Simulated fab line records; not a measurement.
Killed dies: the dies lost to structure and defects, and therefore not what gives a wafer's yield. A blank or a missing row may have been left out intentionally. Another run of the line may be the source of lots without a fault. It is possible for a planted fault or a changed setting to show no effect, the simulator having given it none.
The same fault as seen by 2 desks + flow gf180mcu + each desk has only its own numbers; what lay behind them comes last

## AT THE METROLOGY DESK
What the gauges read, lot by lot, whatever tool the lot ran on: means of the sampled wafers that have a number. The brackets show how far a lot's mean lies from the usual mean; more than 4 standard deviations puts the lot out of limits, marked OUT.
Columns: A = V5_CVD_02_THK at GF_V5_THK_MEAS_03, usual 1458 nm; B = V5_OVL at GF_V5_OVL_MEAS_15, usual -2 nm
| lot  | first seen here | A    | B   |
|------|-----------------|------|-----|
| L525 | day 26 00:16    | 1468 | 5   |
| L526 | day 26 12:49    | 1494 | -1  |
| L527 | day 27 02:40    | 1470 | -7  |
| L528 | day 27 04:13    | 1457 | -8  |
| L529 | day 28 12:25    | 1461 | 7   |
| L530 | day 28 15:41    | 1452 | -7  |
| L531 | day 28 18:23    | 1457 | -10 |
| L532 | day 28 20:32    | 1459 | -1  |
| L534 | day 28 20:59    | 1457 | 2   |
| L535 | day 29 13:15    | 1443 | -3  |
| L545 | day 32 09:45    | 1464 | -6  |
| L546 | day 32 13:04    | 1475 | -1  |
| L547 | day 32 21:05    | 1463 | 1   |
Result from this desk: across the 13 lots, nothing is out of limits.

## DESK OF THE TOOL OWNER: plasma-asher-04
The tool's own readings at GF_V1_STRIP_18 (strips in O2/N2): means of the sampled wafers that have a number, for each lot that ran on this tool. The brackets show how far a lot's mean lies from the usual mean; more than 4 standard deviations puts the lot out of limits, marked OUT.
Columns: A = drypump-motor-current-A at GF_V1_STRIP_18, usual 5.9 A; B = heater-power-w at GF_V1_STRIP_18, usual 328 W; C = oes-product-au at GF_V1_STRIP_18, usual 0.594 a.u.
| lot  | first seen here | A   | B   | C     |
|------|-----------------|-----|-----|-------|
| L528 | day 19 01:35    | 5.8 | 341 | 0.592 |
| L530 | day 20 01:05    | 5.9 | 356 | 0.596 |
| L531 | day 20 14:40    | 5.9 | 348 | 0.586 |
| L534 | day 21 13:25    | 5.8 | 335 | 0.591 |
| L535 | day 21 23:23    | 5.7 | 322 | 0.599 |
| L545 | day 25 07:33    | 5.8 | 336 | 0.594 |
| L547 | day 25 22:50    | 5.9 | 345 | 0.591 |
Result from this desk: across the 7 lots, nothing is out of limits.

## BROUGHT TOGETHER
Metrology desk: nothing out of limits seen.
Nothing out of limits was seen by the tool owner's desk.

## WHAT THE SIMULATOR PUT IN
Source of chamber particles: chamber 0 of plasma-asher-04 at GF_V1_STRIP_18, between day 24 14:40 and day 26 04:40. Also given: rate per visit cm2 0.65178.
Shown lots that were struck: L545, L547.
